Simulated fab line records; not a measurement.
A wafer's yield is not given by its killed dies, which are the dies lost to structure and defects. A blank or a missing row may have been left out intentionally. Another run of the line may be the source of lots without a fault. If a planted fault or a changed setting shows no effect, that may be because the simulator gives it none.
Chamber matching | flow gf180mcu | GF_STI_CMP_25 on cmp-01 has 4 sister chambers
The step polishes, stops on Si3N4, t overpolish 33 s, target thk 524.6 nm. 36 wafers are shown with their chamber, then 12 later ones without.

EACH WAFER AND ITS CHAMBER
wafer  | chamber | motorCurrentA (A) | timeToEndpointS (s) | overpolishRunS (s)
L074.1 | 1       | 12.6              | 126                 | 32.991
L074.3 | 0       | 10.6              | 141                 | 32.999
L074.4 | 3       | 11.9              | 121                 | 32.998
L075.1 | 2       | 10.5              | 126                 | 33.004
L075.5 | 0       | 10.6              | 133                 | 33.011
L075.6 | 1       | 12.8              | 123                 | 33.000
L076.1 | 3       | 11.9              | 122                 | 33.003
L076.4 | 2       | 10.9              | 122                 | 33.014
L076.6 | 0       | 10.4              | 128                 | 33.006
L077.1 | 2       | 10.4              | 130                 | 33.006
L077.5 | 1       | 13.3              | 122                 | 32.998
L077.6 | 2       | 11.0              | 126                 | 32.988
L078.1 | 0       | 10.5              | 132                 | 32.992
L078.4 | 3       | 11.5              | 117                 | 32.987
L078.5 | 2       | 10.2              | 126                 | 33.000
L079.2 | 1       | 11.9              | 121                 | 33.021
L079.4 | 2       | 10.2              | 130                 | 33.005
L079.5 | 2       | 10.1              | 134                 | 32.993
L080.1 | 1       | 12.2              | 122                 | 32.988
L080.4 | 2       | 9.9               | 127                 | 33.000
L080.5 | 1       | 13.0              | 118                 | 32.987
L081.1 | 2       | 10.3              | 126                 | 33.010
L081.2 | 0       | 10.8              | 133                 | 33.009
L081.6 | 2       | 9.9               | 124                 | 32.992
L083.1 | 2       | 10.4              | 123                 | 32.996
L083.5 | 2       | 9.9               | 126                 | 32.993
L083.6 | 3       | 12.4              | 121                 | 32.974
L085.2 | 3       | 12.2              | 121                 | 33.002
L085.4 | 0       | 10.8              | 136                 | 32.997
L085.6 | 3       | 12.1              | 130                 | 33.008
L090.1 | 2       | 10.0              | 130                 | 33.005
L090.4 | 1       | 13.1              | 117                 | 33.006
L090.6 | 0       | 10.5              | 130                 | 33.008
L091.1 | 3       | 12.0              | 120                 | 33.004
L091.2 | 0       | 10.7              | 135                 | 33.024
L091.3 | 1       | 12.3              | 117                 | 32.993

SIGNATURES (means of the wafers above)
reading         | chamber 0 | chamber 1 | chamber 2 | chamber 3 | scatter within a chamber
motorCurrentA   | 10.613    | 12.650    | 10.285    | 12.000    | 0.346
timeToEndpointS | 133.50    | 120.75    | 126.92    | 121.71    | 3.57
overpolishRunS  | 33.00575  | 32.99800  | 33.00046  | 32.99657  | 0.00993
Rule: for each reading, subtract the chamber's mean from the wafer's reading, divide by that reading's scatter and square the result; add these up over the readings and take the root, which gives the wafer's distance from the chamber. The wafer belongs to the nearest chamber; if the next one is less than 2 further off, it can't be placed. How the scatter is found: for the shown wafers, subtract from each reading the mean of its chamber, square and add these, divide the total by (wafers less chambers), then take the root.

WAFERS WHOSE CHAMBER IS MISSING
wafer  | motorCurrentA (A) | timeToEndpointS (s) | overpolishRunS (s)
L093.2 | 12.7              | 120                 | 33.006
L093.4 | 10.0              | 124                 | 33.014
L093.5 | 12.1              | 120                 | 33.005
L094.1 | 12.7              | 116                 | 32.993
L094.2 | 12.6              | 120                 | 32.989
L094.6 | 12.3              | 119                 | 33.003
L095.1 | 10.2              | 126                 | 33.013
L095.4 | 12.1              | 116                 | 32.992
L095.5 | 12.6              | 119                 | 33.006
L097.1 | 12.5              | 124                 | 33.008
L097.2 | 9.8               | 129                 | 33.002
L097.5 | 11.9              | 121                 | 32.992

THE CHAMBER EACH PASSED THROUGH
wafer  | from the rows above     | in truth
L093.2 | can't be placed: 1 or 3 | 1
L093.4 | can't be placed: 2 or 0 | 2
L093.5 | can't be placed: 3 or 1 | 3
L094.1 | can't be placed: 1 or 3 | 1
L094.2 | can't be placed: 1 or 3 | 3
L094.6 | can't be placed: 1 or 3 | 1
L095.1 | can't be placed: 2 or 0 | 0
L095.4 | can't be placed: 3 or 1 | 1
L095.5 | can't be placed: 1 or 3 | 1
L097.1 | can't be placed: 1 or 3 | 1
L097.2 | can't be placed: 2 or 0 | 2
L097.5 | can't be placed: 3 or 1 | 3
Placed correctly: 0 of 12. Cannot be placed on the basis of these rows: 12; the candidates contain the true chamber in 12. Placed wrongly: 0.
